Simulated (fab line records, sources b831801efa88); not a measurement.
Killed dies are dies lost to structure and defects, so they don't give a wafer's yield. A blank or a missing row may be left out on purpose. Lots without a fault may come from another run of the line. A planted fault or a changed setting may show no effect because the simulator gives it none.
fab line records | flow gf180mcu
record lots=14 wafers=42 last_day=34
route steps=602 shown M4@458 M5@530 V5@563
lots that met no fault: from a run of the same line without faults
start_h: hours from the record's first day to the start of the lot's first wafer shown | wait_h: hours since the lot's step before | " the same as in the row above | L1.1+2: a row that stands for several wafers | - no value, or no start given | * or withheld: withheld | < > ~ a bound
route shown NAME@n: a module of which the file shows steps, and the number in the route of the first | usual: mean/standard deviation of fault-free wafers | same: alike in all rows | chamber/n: place in a boat | sites: the reading at each site | _std_site: their standard deviation | _edge_site: outer sites' mean less inner sites' | radius_mm: how far each site lies from the wafer's centre | mask NAME#n: copy n | behind: the tool/chamber that last shaped the wafer | hold: why the lot was held/for how many hours/how that ended | device: the transistor (n, p or np) that didn't switch | end of line: the same wafers' tests at the end of the route | a step without rows: its recipe alone | killed: dies lost to structure and defects at the first sort, not the wafer's yield | map: a wafer's dies, x killed, . not, _ none there
set.NAME: the setting as run; set.NAME@STEP: as run at that earlier step | model.NAME: the simulator's own value behind a step, which no gauge read
steps of the route over a sample of lots; a table a step, a row a wafer
services: from which hour (start_h, from the record's first day; less than 0 if before it) a tool's chamber was out of use, for how many hours, and why
## steps
# step GF_M4_SPUTTER_02
# recipe material=AlCu target_thk_nm=450 power_w=10600 time_s=23.9 chamber_pressure_pa=0.4
# usual throttle_valve_pct=30.0/0.76
# same time_s=23.9
# columns lot.wafer tool chamber start_h wait_h throttle_valve_pct
L108.2 pvd_sputter-01 - 529.55 0.0 31.1
L108.4 " - " " 29.7
L108.6 " - " " 29.9
L109.2 pvd_sputter-01 - 538.34 0.0 29.4
L109.5 " - " " 30.1
L109.6 " - " " 31.1
L110.3 pvd_sputter-03 - 547.41 0.0 30.6
L110.5 " - " " 29.5
L110.6 " - " " 30.9
L111.2 pvd_sputter-02 - 554.30 0.0 30.2
L111.3 " - " " 30.8
L111.4 " - " " 28.9
L116.2 pvd_sputter-02 - 596.06 0.0 30.3
L116.3 " - " " 28.8
L116.6 " - " " 29.9
L117.1 pvd_sputter-03 - 601.49 0.0 30.7
L117.5 " - " " 30.6
L117.6 " - " " 30.7
L119.1 pvd_sputter-01 - 619.62 0.0 29.8
L119.2 " - " " 30.9
L119.3 " - " " 29.8
L122.2 pvd_sputter-03 - 640.99 0.0 30.7
L122.3 " - " " 30.3
L122.5 " - " " 30.2
L123.4 pvd_sputter-03 - 643.67 0.0 30.8
L123.5 " - " " 29.4
L123.6 " - " " 31.1
L124.2 pvd_sputter-02 - 654.05 0.0 28.8
L124.5 " - " " 29.9
L124.6 " - " " 28.8
L125.1 pvd_sputter-02 - 657.29 0.0 28.5
L125.5 " - " " 28.7
L125.6 " - " " 29.8
L126.3 pvd_sputter-02 - 670.15 0.0 29.7
L126.5 " - " " 30.3
L126.6 " - " " 29.8
L128.3 pvd_sputter-03 - 677.96 0.0 29.3
L128.5 " - " " 30.8
L128.6 " - " " 30.5
L129.1 pvd_sputter-01 - 688.95 0.0 29.6
L129.3 " - " " 30.5
L129.4 " - " " 31.2
# step GF_M4_OVL_MEAS_15
# usual M4_OVL=0/5.4
# columns lot.wafer tool chamber start_h wait_h M4_OVL[nm]
L108.2 overlay-01 - 552.24 0.1 1
L108.4 " - " " 0
L108.6 " - " " -1
L109.2 overlay-02 - 560.89 0.1 -9
L109.5 " - " " -3
L109.6 " - " " -6
L110.3 overlay-02 - 569.75 0.1 3
L110.5 " - " " -9
L110.6 " - " " 1
L111.2 overlay-02 - 576.04 0.1 -14
L111.3 " - " " 1
L111.4 " - " " -10
L116.2 overlay-01 - 617.09 0.1 -2
L116.3 " - " " 1
L116.6 " - " " 9
L117.1 overlay-01 - 622.98 0.1 0
L117.5 " - " " -3
L117.6 " - " " 4
L119.1 overlay-01 - 640.08 0.1 -4
L119.2 " - " " 1
L119.3 " - " " -6
L122.2 overlay-01 - 661.00 0.1 -3
L122.3 " - " " 8
L122.5 " - " " 6
L123.4 overlay-01 - 663.55 0.1 -5
L123.5 " - " " -7
L123.6 " - " " -3
L124.2 overlay-01 - 673.79 0.1 -3
L124.5 " - " " -1
L124.6 " - " " 0
L125.1 overlay-01 - 676.25 0.1 -6
L125.5 " - " " -8
L125.6 " - " " 10
L126.3 overlay-02 - 689.24 0.1 -12
L126.5 " - " " -8
L126.6 " - " " -5
L128.3 overlay-02 - 697.06 0.1 -3
L128.5 " - " " -2
L128.6 " - " " -3
L129.1 overlay-01 - 707.18 0.1 0
L129.3 " - " " 1
L129.4 " - " " 2
# step GF_M5_EXPOSE_04
# recipe mask_id=Metal5 target_cd_nm=280 na=0.68 source_shape=conventional sigma_outer=0.6 dose_mj=28
# usual exposure_dose_mJ_cm2=28.21/0.074 focus_offset_nm=0.1/0.54 reticle_temp_C=23.03/0.1
# columns lot.wafer tool chamber start_h wait_h mask exposure_dose_mJ_cm2 focus_offset_nm reticle_temp_C
L108.2 krf_scanner-01 0 609.41 - Metal5#0 28.35 0.8 23.14
L108.4 " 0 " " Metal5#0 28.31 0.1 23.21
L108.6 " 0 " " Metal5#0 28.32 0.6 22.99
L109.2 krf_scanner-01 0 617.58 - Metal5#0 28.28 0.4 22.93
L109.5 " 0 " " Metal5#0 28.23 0.0 22.97
L109.6 " 0 " " Metal5#0 28.25 -0.4 22.95
L110.3 krf_scanner-02 0 626.12 - Metal5#0 28.12 0.3 23.11
L110.5 " 0 " " Metal5#0 28.13 0.0 23.17
L110.6 " 0 " " Metal5#0 28.17 -0.4 23.22
L111.2 krf_scanner-02 0 632.28 - Metal5#0 28.17 0.5 22.84
L111.3 " 0 " " Metal5#0 28.15 0.1 22.89
L111.4 " 0 " " Metal5#0 28.16 -0.2 23.00
L116.2 krf_scanner-02 - 669.43 - Metal5#0 - - -
L116.3 " - " " Metal5#0 - - -
L116.6 " - " " Metal5#0 - - -
L117.1 krf_scanner-01 - 675.99 - Metal5#0 - - -
L117.5 " - " " Metal5#0 - - -
L117.6 " - " " Metal5#0 - - -
L119.1 krf_scanner-01 0 691.91 - Metal5#0 28.26 -0.3 23.13
L119.2 " 0 " " Metal5#0 28.26 -0.3 23.07
L119.3 " 0 " " Metal5#0 28.25 -0.3 23.09
L122.2 krf_scanner-01 0 711.16 - Metal5#0 28.32 1.1 23.08
L122.3 " 0 " " Metal5#0 28.27 -0.6 23.03
L122.5 " 0 " " Metal5#0 28.28 0.7 23.17
L123.4 krf_scanner-01 0 715.27 - Metal5#0 28.26 -0.1 22.93
L123.5 " 0 " " Metal5#0 28.28 -0.2 23.16
L123.6 " 0 " " Metal5#0 28.32 -0.5 23.03
L124.2 krf_scanner-01 0 723.18 - Metal5#0 28.28 0.0 23.23
L124.5 " 0 " " Metal5#0 28.26 -0.1 23.11
L124.6 " 0 " " Metal5#0 28.29 0.0 23.22
L125.1 krf_scanner-02 0 726.23 - Metal5#0 28.15 0.1 23.09
L125.5 " 0 " " Metal5#0 28.14 -0.1 23.12
L125.6 " 0 " " Metal5#0 28.14 0.2 23.00
L126.3 krf_scanner-02 0 738.70 - Metal5#0 28.13 0.9 23.12
L126.5 " 0 " " Metal5#0 28.13 0.4 23.10
L126.6 " 0 " " Metal5#0 28.14 -0.2 23.01
L128.3 krf_scanner-02 0 745.55 - Metal5#0 28.14 0.4 22.94
L128.5 " 0 " " Metal5#0 28.19 0.5 23.01
L128.6 " 0 " " Metal5#0 28.19 0.5 23.03
L129.1 krf_scanner-01 0 754.59 - Metal5#0 28.22 -0.3 23.04
L129.3 " 0 " " Metal5#0 28.19 -0.5 22.95
L129.4 " 0 " " Metal5#0 28.18 0.5 22.96
# step GF_V5_CVD_23
# recipe material=W target_thk_nm=350 time_s=104.9 temp_c=400 pressure_torr=40
# usual heater_power_w=874/93 susceptor_temp_C=400.01/0.21
# same time_s=104.9
# columns lot.wafer tool chamber start_h wait_h heater_power_w since_wet_clean_h susceptor_temp_C
L108.2 cvd_w-02 0 642.60 0.0 813 239 400.33
L108.4 " 1 " " 780 - 400.10
L108.6 " 1 " " 778 - 400.42
L109.2 cvd_w-01 0 649.50 0.0 1004 746 400.11
L109.5 " 1 " " 812 - 399.70
L109.6 " 0 " " 991 - 400.13
L110.3 cvd_w-02 0 659.47 0.1 806 - 400.01
L110.5 " 1 " " 768 - 399.90
L110.6 " 0 " " 807 - 400.41
L111.2 cvd_w-01 0 664.10 0.0 1025 760 400.02
L111.3 " 0 " " 1013 - 399.91
L111.4 " 1 " " 810 - 400.01
L119.1 cvd_w-01 1 721.71 0.0 839 818 399.90
L119.2 " 0 " " 1003 818 400.22
L119.3 " 1 " " 850 - 400.06
L122.2 cvd_w-01 0 740.24 0.0 1001 836 399.74
L122.3 " 0 " " 992 - 399.82
L122.5 " 0 " " 995 - 399.38
L123.4 cvd_w-01 1 743.48 0.1 843 - 399.97
L123.5 " 0 " " 1032 - 400.30
L123.6 " 1 " " 845 - 399.92
L124.2 cvd_w-01 1 751.17 0.0 833 847 400.05
L124.5 " 0 " " 1002 - 399.95
L124.6 " 1 " " 846 - 400.02
L125.1 cvd_w-02 0 754.96 0.0 809 351 399.83
L125.5 " 1 " " 791 - 400.04
L125.6 " 0 " " 811 - 399.51
L126.3 cvd_w-02 1 766.20 0.1 768 - 400.41
L126.5 " 1 " " 777 - 400.02
L126.6 " 0 " " 818 - 399.75
L128.3 cvd_w-01 1 772.58 0.1 856 - 399.75
L128.5 " 0 " " 989 - 400.06
L128.6 " 1 " " 846 - 399.66
L129.1 cvd_w-02 0 779.91 0.0 808 376 400.17
L129.3 " 0 " " 815 - 399.72
L129.4 " 1 " " 802 - 399.82
## services
# columns tool chamber start_h hours kind
pvd_sputter-02 - 511.22 4.6 repair
cvd_w-02 - 527.26 2.8 pm
pvd_sputter-02 - 531.26 12.1 repair
pvd_sputter-03 - 567.17 1.8 repair
krf_scanner-01 0 574.46 - calibration
cvd_w-01 - 575.01 14.6 pm
krf_scanner-01 - 581.95 1.3 pm
pvd_sputter-02 - 589.69 4.6 repair
krf_scanner-02 - 613.21 0.8 pm
cvd_w-01 1 628.52 1.4 repair
krf_scanner-02 - 657.52 1.0 pm
krf_scanner-01 - 666.14 0.8 pm
krf_scanner-01 - 669.38 1.0 pm
krf_scanner-02 - 680.00 1.3 pm
krf_scanner-02 - 687.98 4.0 pm
pvd_sputter-03 - 688.94 13.0 repair
cvd_w-01 1 694.91 7.1 repair
krf_scanner-01 - 710.39 0.6 repair
krf_scanner-02 - 714.74 5.4 repair
krf_scanner-01 - 723.39 0.7 repair
pvd_sputter-01 - 723.88 5.3 repair
krf_scanner-01 - 757.76 1.3 pm
krf_scanner-02 - 759.33 36.0 pm
krf_scanner-01 - 759.68 0.8 repair
## key
first_sign step=GF_M5_EXPOSE_04 reading=tool_record direction=missing
effect none on later readings
met_at GF_M5_EXPOSE_04
struck_lots L116,L117
later_rows_left_out L116.2,L116.3,L116.6,L117.1,L117.5,L117.6
sort_left_out L116.2,L116.3,L116.6,L117.1,L117.5,L117.6
not_acting_at GF_M4_SPUTTER_02,GF_M4_OVL_MEAS_15,GF_V5_CVD_23
onset_between 632.28 669.43
fault kind=skipped_step_whole tool=krf_scanner-01,krf_scanner-02 chamber=- onset_h=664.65 steps=GF_M5_EXPOSE_04 scope=struck_lots_only
# sort_left_out: the simulated sort isn't trusted on such a fault, so these wafers' sort isn't shown, and their yield isn't known
# later_rows_left_out: the simulator's readings of these wafers behind a module that went badly wrong aren't trusted and aren't shown, but for the sort
